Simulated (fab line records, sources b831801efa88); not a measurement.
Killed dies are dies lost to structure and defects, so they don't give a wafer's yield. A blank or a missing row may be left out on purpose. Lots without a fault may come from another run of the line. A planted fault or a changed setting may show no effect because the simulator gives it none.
Chamber matching | flow gf180mcu | GF_CONTACT_CMP_27 on cmp-02: 4 sister chambers
The step polishes, stops on SiO2, t overpolish 15.95 s, target thk 0 nm. 7 wafers are shown with their chamber, then 8 later ones without.

WAFERS WITH THEIR CHAMBER
wafer  | chamber | motor_current_A (A) | time_to_endpoint_s (s)
L928.2 | 1       | 11.0                | 76
L929.2 | 1       | 11.1                | 76
L936.6 | 3       | 13.6                | 79
L937.1 | 3       | 13.1                | 81
L937.3 | 0       | 12.1                | 74
L937.6 | 0       | 12.4                | 75
L940.2 | 2       | 9.2                 | 75

WAFERS WITHOUT THEIR CHAMBER
wafer  | motor_current_A (A) | time_to_endpoint_s (s)
L940.3 | 12.3                | 76
L940.4 | 11.0                | 74
L943.1 | 13.2                | 83
L943.4 | 8.7                 | 74
L943.6 | 12.7                | 81
L949.1 | 13.0                | 85
L949.4 | 11.4                | 76
L949.6 | 11.4                | 79

WHICH CHAMBER EACH WENT THROUGH
wafer  | from the rows above | in truth
L940.3 | 0                   | 0
L940.4 | 1                   | 1
L943.1 | 3                   | 3
L943.4 | 2                   | 2
L943.6 | 3                   | 3
L949.1 | 3                   | 3
L949.4 | 1                   | 1
L949.6 | 1                   | 1
Placed correctly: 8 of 8. Can't be placed from these rows: 0. Placed wrongly: 0.
How it was worked out, from the rows above alone: a wafer's distance from a chamber is the root of the sum, over the readings, of the square of ((its reading less the chamber's mean) divided by the reading's scatter). The wafer belongs to the nearest chamber; if the next one is less than 2 further off, it can't be placed. A chamber's mean is the mean of its shown wafers. The scatter: the root of (the sum of the squares of (reading less its chamber's mean) over the shown wafers, divided by (wafers less chambers)).
